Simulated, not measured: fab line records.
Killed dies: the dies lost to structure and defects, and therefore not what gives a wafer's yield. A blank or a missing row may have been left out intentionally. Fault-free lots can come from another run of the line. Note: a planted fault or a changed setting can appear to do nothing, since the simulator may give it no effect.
What tool caused it?    flow sky130    Sampling: 12 lots, 36 wafers, 3 of 708 route steps

WHAT THE GAUGES READ, wafer by wafer
SKY_NWELL_OVL_MEAS_23. Usual: NWELL_01_OVL gives 0.0 nm (standard deviation 1.4).
lot   measured      on          NWELL_01_OVL (nm)  flag
L546  day 5 11:55   overlay-02  0.1 0.9 -1.0       
L547  day 5 18:23   overlay-01  -2.6 0.0 -0.7      
L552  day 6 19:55   overlay-02  -1.8 -3.1 -0.8     
L560  day 9 00:43   overlay-01  -1.5 0.0 0.5       
L561  day 9 05:22   overlay-02  2.8 1.5 0.1        
L562  day 9 13:40   overlay-02  2.2 -0.6 -0.2      
L563  day 9 18:16   overlay-02  -0.1 0.0 -0.7      
L564  day 10 00:14  overlay-01  -0.6 -0.9 -2.3     
L565  day 10 10:10  overlay-01  -0.8 2.4 1.2       
L566  day 10 17:10  overlay-02  0.4 -1.2 0.2       
L567  day 10 17:40  overlay-02  1.2 -0.5 -1.1      
L568  day 11 02:25  overlay-01  -0.6 0.9 1.4       

SKY_VT_ADJUST_HVTR_TW_MEAS_11. Usual: VT_ADJUST_HVTR_TW gives 212.3 (standard deviation 1.7).
lot   measured      on             VT_ADJUST_HVTR_TW  flag
L546  day 9 13:24   film metro-03  213.8 213.5 214.5  
L547  day 9 23:14   film metro-03  213.1 214.7 213.2  
L552  day 11 04:40  film metro-04  213.2 213.3 213.0  
L560  day 13 22:44  film metro-03  210.2 210.9 211.3  
L561  day 14 02:35  film metro-04  213.1 215.1 212.9  
L562  day 14 12:40  film metro-04  212.0 213.2 212.5  
L563  day 14 16:44  film metro-04  213.9 214.2 213.9  
L564  day 15 03:20  film metro-03  210.0 212.0 210.7  
L565  day 15 15:11  film metro-04  213.9 213.4 213.4  
L566  day 15 23:19  film metro-03  211.0 211.1 212.6  
L567  day 15 23:35  film metro-03  211.2 211.2 211.5  
L568  day 16 10:32  film metro-03  211.8 213.6 212.4  

TOOL THAT RAN EACH LOT (tool first, then ch and the chambers of the sampled wafers, then the start)
lot   SKY_VT_ADJUST_LVTN_STRIP_09
L546  plasma asher-01 ch 0,1, day 7 01:00
L547  plasma asher-01 ch 0,1, day 7 08:26
L552  plasma asher-02 ch 0,1, day 8 12:24
L560  plasma asher-01 ch 0,1, day 10 21:40
L561  plasma asher-02 ch 0,1, day 11 01:18
L562  plasma asher-04 ch 1, day 11 10:03
L563  plasma asher-01 ch 0,1, day 11 14:45
L564  plasma asher-02 ch 0,1, day 11 22:48
L565  plasma asher-04 ch 0,1, day 12 10:09
L566  plasma asher-01 ch 0,1, day 12 17:21
L567  plasma asher-04 ch 0,1, day 12 18:06
L568  plasma asher-04 ch 0,1, day 13 03:33
- SKY_VT_ADJUST_LVTN_STRIP_09: strips in O2/N2.

AS READ BY THE TOOLS THEMSELVES (means over the sampled wafers that have a number; for cases with no such wafer, the mark the record gives instead)
SKY_VT_ADJUST_LVTN_STRIP_09. Usual: drypump motor current A 5.6 A, standard deviation 0.44; oes product au 0.722 a.u., standard deviation 0.0042; strip time to endpoint s 36.93 s, standard deviation 0.13.
lot   tool             drypump motor current A (A)  oes product au (a.u.)  strip time to endpoint s (s)  flag
L546  plasma asher-01  5.6                          0.722                  37.12                         
L547  plasma asher-01  5.6                          0.724                  36.67                         
L552  plasma asher-02  5.6                          0.724                  36.87                         
L560  plasma asher-01  5.6                          0.728                  36.99                         
L561  plasma asher-02  6.1                          0.723                  37.02                         
L562  plasma asher-04  5.6                          0.721                  36.94                         
L563  plasma asher-01  5.5                          0.720                  37.15                         
L564  plasma asher-02  6.1                          0.720                  36.92                         
L565  plasma asher-04  5.2                          0.723                  37.11                         
L566  plasma asher-01  5.6                          0.723                  37.03                         
L567  plasma asher-04  5.4                          0.721                  36.87                         
L568  plasma asher-04  5.4                          0.722                  36.76                         

THE ANSWER, worked out from the rows above alone
Rule: lot off if the mean of its wafers having a number is beyond 3 standard deviations from the usual mean. Also off: a lot with no number at a reading for which 4 or more lots have one. All remaining lots with rows at the step are treated as sound. First the gauges in route order, then the tools' own readings, where a lot's mean is used as printed above. The first step at which some lot is off is used, and at that step the reading that is off furthest; a lot without a number counts as furthest.
Across all readings shown, no lot is off: no conclusion can be drawn from this.

WHAT THE SIMULATOR HAD PUT IN
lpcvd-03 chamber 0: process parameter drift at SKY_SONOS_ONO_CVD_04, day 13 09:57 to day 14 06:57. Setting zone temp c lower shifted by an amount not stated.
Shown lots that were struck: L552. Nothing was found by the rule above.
